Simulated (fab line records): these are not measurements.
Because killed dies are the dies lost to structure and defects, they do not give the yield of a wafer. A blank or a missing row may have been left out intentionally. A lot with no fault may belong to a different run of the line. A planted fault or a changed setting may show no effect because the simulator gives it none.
Struck lot and sound lot, side by side | flow sky130 | 21 steps out of a route of 708
Sound: these wafers, L899.1, L899.3, L899.6. Wafers struck: L895.1, L895.3, L895.6. At the end, the cause is stated.
For every step that has rows: the tool of each side, followed by ch and its chambers, followed by its first start. Under that, the readings that differ: sound wafers | struck wafers | difference of the means | sigmas: that difference in standard deviations of wafers without a fault.
alike: a reading whose means differ by less than 2 such deviations, as well as words and numbers matching on both sides. not compared: withheld readings; readings where some wafer has no value; bounds like >300 that might hide an equal value; numbers whose values overlap and for which the record gives no deviation.
The two part at a step that has a row with sigmas, a row that says differs or no value, or rows on one side only. When numbers do not overlap yet have no deviation, they are printed without sigmas and do not part them. A reading missing from all wafers of one side parts the sides only when that side holds two or more wafers.

first, 1 step without rows for these wafers: SKY_POLY_GATE_OXIDATION_20 (stabilise 600 s, purge 300 s, target thk 4 nm).
SKY_POLY_GATE_THK_MEAS_21:
  sound on film metro-01, day 23 00:15; struck on film metro-04, day 21 12:30
  alike: POLY_GATE_OXIDATION_THK
SKY_POLY_GATE_CD_MEAS_22:
  sound on cd sem-02, day 23 00:19; struck on cd sem-02, day 21 12:34
  alike: cd nm
then, 7 steps without rows for these wafers: SKY_LDD_N_DEHYDRATE_00 (time 60 s); SKY_LDD_N_HMDS_01 (prime time 60 s); SKY_LDD_N_COAT_02 (resist thk 300 nm); SKY_LDD_N_SOFTBAKE_03 (time 60 s); SKY_LDD_N_EXPOSE_04 (exposes mask NTM, target cd 840 nm); SKY_LDD_N_PEB_05; SKY_LDD_N_DEVELOP_06 (develop time 60 s).
SKY_LDD_N_OVL_MEAS_07:
  sound on overlay-02, day 24 04:51; struck on overlay-01, day 22 20:00
  alike: LDD_N_OVL
next, for these wafers, 1 step has no rows: SKY_LDD_N_IMPLANT_08.
SKY_LDD_N_IMPLANT_09:
  sound on implanter-04 ch 0, day 24 05:02; struck on implanter-04, day 22 20:11
  no value came back on the struck wafers for beam energy keV, beam on s (s), implant ion amu; on the sound wafers beam energy keV reads 20.009 20.002 20.001
then, 6 steps without rows for these wafers: SKY_LDD_N_IMPLANT_10; SKY_LDD_N_IMPLANT_11; SKY_LDD_N_IMPLANT_12; SKY_LDD_N_IMPLANT_13; SKY_LDD_N_IMPLANT_14; SKY_LDD_N_IMPLANT_15.
SKY_LDD_N_STRIP_16: strips in O2/N2.
  sound on plasma asher-02 ch 0,1, day 24 06:05; struck on plasma asher-04 ch 0,1, day 22 21:14
  reading                      | sound             | struck            | difference | sigmas
  strip time to endpoint s (s) | 4.350 4.332 4.325 | 4.168 4.162 4.164 | -0.171     | -13
  alike: drypump motor current A, oes product au
  not compared: rf hours counter h
SKY_LDD_N_TW_MEAS_17:
  sound on film metro-04, day 24 06:11; struck on film metro-01, day 22 21:34
  reading  | sound          | struck         | difference | sigmas
  LDD_N_TW | 2615 2615 2589 | 2481 2469 2481 | -129       | -9
  not compared: hold

## WHERE THEY PART
Last at SKY_LDD_N_TW_MEAS_17 as far as this record goes, first at SKY_LDD_N_IMPLANT_09.

WHY: what had been put in by the simulator
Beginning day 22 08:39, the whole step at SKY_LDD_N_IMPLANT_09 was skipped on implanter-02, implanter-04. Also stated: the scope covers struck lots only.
